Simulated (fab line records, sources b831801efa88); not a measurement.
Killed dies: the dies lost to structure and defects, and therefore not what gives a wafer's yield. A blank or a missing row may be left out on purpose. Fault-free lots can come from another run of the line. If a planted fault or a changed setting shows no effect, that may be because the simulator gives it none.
One fault seen from 2 desks || flow gf180mcu || each desk holds nothing but its own numbers, with what lay behind them at the end

== AT THE METROLOGY DESK ==
What the gauges read for every lot (on any tool): the sampled wafers with a number, averaged. Any lot whose mean is over 4 standard deviations away from the usual mean is out of limits and marked OUT; that distance is given in the brackets.
Columns: A = V4_W_RS at GF_V4_RS_MEAS_24, usual 0.325 ohm/sq
{"lot": "L851", "first seen here": "day 24 14:19", "A": 0.325}
{"lot": "L853", "first seen here": "day 25 05:02", "A": 0.325}
{"lot": "L854", "first seen here": "day 25 13:23", "A": 0.325}
{"lot": "L855", "first seen here": "day 26 00:59", "A": 0.331}
{"lot": "L856", "first seen here": "day 26 09:49", "A": 0.326}
{"lot": "L857", "first seen here": "day 26 14:22", "A": 0.323}
{"lot": "L858", "first seen here": "day 26 18:11", "A": 0.325}
{"lot": "L866", "first seen here": "day 29 07:56", "A": 0.329}
{"lot": "L867", "first seen here": "day 29 17:10", "A": 0.322}
{"lot": "L869", "first seen here": "day 30 09:19", "A": 0.325}
{"lot": "L870", "first seen here": "day 30 11:07", "A": 0.322}
{"lot": "L871", "first seen here": "day 30 16:57", "A": 0.324}
{"lot": "L872", "first seen here": "day 31 01:07", "A": 0.327}
{"lot": "L873", "first seen here": "day 31 02:52", "A": 0.323}
{"lot": "L874", "first seen here": "day 31 11:20", "A": 0.323}
This desk found nothing out of limits on any of the 15 lots.

== DESK OF THE TOOL OWNER: rie metal-02 ==
The tool's own readings at GF_MIM_METAL_ETCH_19 (etches the open film in Cl2/BCl3, stops on Si3N4, target depth 324.5 nm, time 54.1 s): means of the sampled wafers that have a number, for each lot that ran on this tool. Any lot whose mean is over 4 standard deviations away from the usual mean is out of limits and marked OUT; that distance is given in the brackets.
Columns: A = drypump motor current A at GF_MIM_METAL_ETCH_19, usual 5.6 A; B = oes product au at GF_MIM_METAL_ETCH_19, usual 0.939 a.u.; C = throttle valve pct at GF_MIM_METAL_ETCH_19, usual 28.286 %
{"lot": "L854", "first seen here": "day 26 11:15", "A": 5.4, "B": 0.933, "C": 28.291}
{"lot": "L855", "first seen here": "day 26 22:53", "A": 5.3, "B": 0.943, "C": 28.269}
{"lot": "L856", "first seen here": "day 27 07:26", "A": 5.5, "B": "0.896 (-6.8) OUT", "C": "28.332 (+4.2) OUT"}
{"lot": "L857", "first seen here": "day 27 11:03", "A": 5.3, "B": "0.904 (-5.5) OUT", "C": "28.335 (+4.5) OUT"}
{"lot": "L858", "first seen here": "day 27 15:19", "A": 5.3, "B": "0.905 (-5.3) OUT", "C": 28.330}
{"lot": "L867", "first seen here": "day 30 12:31", "A": 5.2, "B": 0.934, "C": 28.295}
{"lot": "L869", "first seen here": "day 31 04:08", "A": 5.3, "B": 0.949, "C": 28.272}
{"lot": "L870", "first seen here": "day 31 05:29", "A": 5.3, "B": 0.937, "C": 28.282}
{"lot": "L871", "first seen here": "day 31 11:34", "A": 5.4, "B": 0.939, "C": 28.286}
{"lot": "L874", "first seen here": "day 32 05:26", "A": 5.3, "B": 0.948, "C": 28.280}
This desk's verdict: out of limits on L856, L857, L858, starting with L856 at day 27 07:26 (oes product au at GF_MIM_METAL_ETCH_19). L854, L855, L867, L869, L870, L871, L874 stayed within limits.

== BROUGHT TOGETHER ==
An alarm could have come from the tool owner's desk at day 27 07:26, on L856, L857, L858.
Nothing out of limits was seen by the metrology desk.
The metrology desk holds a record of L856, L857, L858, inside its limits.
Of the lots named, all ran GF_MIM_METAL_ETCH_19 on rie metal-02.

== WHAT THE SIMULATOR HAD PUT IN ==
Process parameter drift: rie metal-02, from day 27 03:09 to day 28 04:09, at GF_MIM_METAL_ETCH_19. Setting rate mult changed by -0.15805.
Lots struck among those shown: L856, L857, L858.
Delay in hours, fault start to first out-of-limits reading, by desk: the tool owner's desk at 4.
